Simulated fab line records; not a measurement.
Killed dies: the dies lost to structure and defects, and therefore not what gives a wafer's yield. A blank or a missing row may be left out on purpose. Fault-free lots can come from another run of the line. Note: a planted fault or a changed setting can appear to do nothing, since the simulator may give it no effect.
Which of the tools did it? | flow sky130 | 13 lots, 39 wafers sampled, at 5 steps of a route of 708

## WHAT EACH GAUGE READ, for each wafer
SKY_NWELL_RS_MEAS_31: measurement is done with a four-point probe.
lot  | measured     | on           | PWDE_RS (ohm/sq)
L141 | day 5 08:11  | filmMetro-03 | 5268 5260 5264
L142 | day 5 12:49  | filmMetro-02 | 5250 5267 5265
L144 | day 6 03:26  | filmMetro-04 | 5272 5251 5266
L145 | day 6 10:37  | filmMetro-04 | 5261 5246 5256
L147 | day 6 18:17  | filmMetro-04 | 5276 5283 5266
L149 | day 7 13:29  | filmMetro-04 | 5274 5242 5254
L151 | day 7 19:18  | filmMetro-03 | 5277 5261 5252
L153 | day 8 10:40  | filmMetro-03 | 5412 5414 5383
L156 | day 9 03:29  | filmMetro-04 | 5269 5277 5272
L158 | day 9 17:01  | filmMetro-04 | 5404 5392 5388
L161 | day 10 10:47 | filmMetro-04 | 5257 5272 5252
L162 | day 10 16:40 | filmMetro-03 | 5260 5252 5267
L164 | day 11 01:47 | filmMetro-04 | 5284 5259 5280

SKY_VT_ADJUST_HVTR_CD_MEAS_07: target cd 380 nm.
lot  | measured     | on       | cdNm (nm)
L141 | day 9 09:24  | cdSem-01 | 378.0 376.5 377.6
L142 | day 9 15:50  | cdSem-02 | 381.0 382.7 383.7
L144 | day 10 10:20 | cdSem-01 | 380.3 378.3 381.1
L145 | day 10 17:11 | cdSem-02 | 381.9 381.8 381.1
L147 | day 11 03:14 | cdSem-02 | 377.6 377.7 378.5
L149 | day 12 01:17 | cdSem-02 | 382.4 381.8 381.3
L151 | day 12 08:34 | cdSem-01 | 376.0 380.0 378.8
L153 | day 13 05:46 | cdSem-02 | 377.9 378.4 381.0
L156 | day 14 01:26 | cdSem-02 | 382.5 382.8 384.5
L158 | day 14 18:11 | cdSem-02 | 378.7 378.1 381.7
L161 | day 15 16:48 | cdSem-01 | 380.7 377.9 379.4
L162 | day 15 22:38 | cdSem-02 | 381.0 384.7 380.2
L164 | day 16 10:33 | cdSem-02 | 381.6 378.1 379.1

SKY_VT_ADJUST_HVTR_OVL_MEAS_08.
lot  | measured     | on         | VT_ADJUST_HVTR_OVL (nm)
L141 | day 9 09:31  | overlay-02 | -2.1 -2.2 -0.4
L142 | day 9 15:57  | overlay-02 | 1.6 0.7 0.4
L144 | day 10 10:25 | overlay-01 | 0.7 0.8 -0.7
L145 | day 10 17:19 | overlay-01 | 1.8 1.1 0.2
L147 | day 11 03:21 | overlay-02 | -1.4 -0.5 -1.1
L149 | day 12 01:25 | overlay-01 | 1.5 1.6 0.1
L151 | day 12 08:38 | overlay-01 | 0.1 1.4 1.5
L153 | day 13 05:52 | overlay-02 | -0.9 0.0 0.4
L156 | day 14 01:34 | overlay-02 | -0.3 -1.8 -0.2
L158 | day 14 18:19 | overlay-01 | -1.0 -1.3 -1.2
L161 | day 15 16:53 | overlay-02 | 1.1 0.2 -0.2
L162 | day 15 22:44 | overlay-01 | 3.4 1.3 1.9
L164 | day 16 10:39 | overlay-01 | 0.3 -1.5 0.0

SKY_SONOS_ONO_THK_MEAS_03.
lot  | measured     | on           | SONOS_ONO_CVD_02_THK (nm)
L141 | day 11 12:04 | filmMetro-04 | 10.41 10.36 10.47
L142 | day 11 18:08 | filmMetro-03 | 10.26 10.28 10.37
L144 | day 12 15:14 | filmMetro-03 | 10.56 10.54 10.51
L145 | day 12 21:31 | filmMetro-01 | 10.44 10.32 10.51
L147 | day 13 08:16 | filmMetro-04 | 10.50 10.57 10.54
L149 | day 14 08:53 | filmMetro-03 | 10.47 10.58 10.56
L151 | day 14 16:27 | filmMetro-04 | 10.64 10.66 10.73
L153 | day 15 17:09 | filmMetro-01 | 10.60 10.54 10.55
L156 | day 16 12:16 | filmMetro-01 | 10.69 10.67 10.65
L158 | day 17 08:00 | filmMetro-01 | 10.47 10.50 10.59
L161 | day 18 07:28 | filmMetro-04 | 10.55 10.58 10.47
L162 | day 18 12:35 | filmMetro-04 | 10.48 10.62 10.50
L164 | day 19 00:46 | filmMetro-01 | 10.31 10.33 10.33

## WHICH TOOL RAN EACH LOT (tool, then ch and the chambers of the sampled wafers, then the start)
lot  | SKY_PWDE_IMPLANT_08
L141 | implanter-01 ch 0, day 3 21:15
L142 | implanter-04 ch 0, day 4 00:45
L144 | implanter-04 ch 0, day 4 15:21
L145 | implanter-04 ch 0, day 4 20:58
L147 | implanter-03 ch 0, day 5 04:01
L149 | implanter-01 ch 0, day 5 21:33
L151 | implanter-04 ch 0, day 6 02:50
L153 | implanter-04 ch 0, day 6 17:10
L156 | implanter-03 ch 0, day 7 09:55
L158 | implanter-04 ch 0, day 7 20:40
L161 | implanter-03 ch 0, day 8 14:18
L162 | implanter-03 ch 0, day 8 19:55
L164 | implanter-03 ch 0, day 9 03:35
- SKY_PWDE_IMPLANT_08

## AS READ BY THE TOOLS THEMSELVES (means over the sampled wafers that have a number; for cases with no such wafer, the mark the record gives instead)
SKY_PWDE_IMPLANT_08.
lot  | tool         | doseIonsCm2
L141 | implanter-01 | 3.6e+12
L142 | implanter-04 | 3.6e+12
L144 | implanter-04 | 3.6e+12
L145 | implanter-04 | 3.6e+12
L147 | implanter-03 | 3.6e+12
L149 | implanter-01 | 3.6e+12
L151 | implanter-04 | 3.6e+12
L153 | implanter-04 | 3.5e+12
L156 | implanter-03 | 3.6e+12
L158 | implanter-04 | 3.5e+12
L161 | implanter-03 | 3.6e+12
L162 | implanter-03 | 3.6e+12
L164 | implanter-03 | 3.6e+12

## THE ANSWER, worked out from the rows above alone
Rule: usual is defined by the lots themselves. The widest of any qualifying gaps counts: lots, ordered by their means at a reading, are off when they make up no more than a third of the lots, leave a main group of 4 or more, and stand apart from it by 3 or more times the standard deviation of that group's means. A main group is skipped when, at the precision printed for the reading in the tables above, its means are all equal. Also off: a lot with no number at a reading for which 4 or more lots have one. All remaining lots with rows at the step are treated as sound. First the gauges in route order, then the tools' own readings, where a lot's mean is used as printed above. At the first step where some lot is off, the reading lying furthest off is the one used; lots without a number count as furthest.
Off: at SKY_NWELL_RS_MEAS_31 (PWDE_RS), L153, L158. The main group has a mean of 5264 ohm/sq with a standard deviation of 6.7.
If a tool, at a process step before that reading, ran all the lots that are off and no sound lot after the first of them, it fits. The gauges at SKY_NWELL_RS_MEAS_31 are tried like those tools. One fits: implanter-04 at SKY_PWDE_IMPLANT_08. A fault onset in the window from L151 (day 6 02:50, its last sound lot) to L153 (day 6 17:10, its first lot off) fits.
On the lots that are off, the tool's own readings at SKY_PWDE_IMPLANT_08 differ by more than 5 times the standard deviation of the sound lots' means, which bears it out; doseIonsCm2 reads 3.5e+12 there versus 3.6e+12 on the sound lots.

## WHAT THE SIMULATOR HAD INSERTED
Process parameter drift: implanter-04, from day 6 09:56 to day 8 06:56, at SKY_PWDE_IMPLANT_08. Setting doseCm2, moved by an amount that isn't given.
Lots struck among those shown: L153, L158. This agrees with what the rule above found.
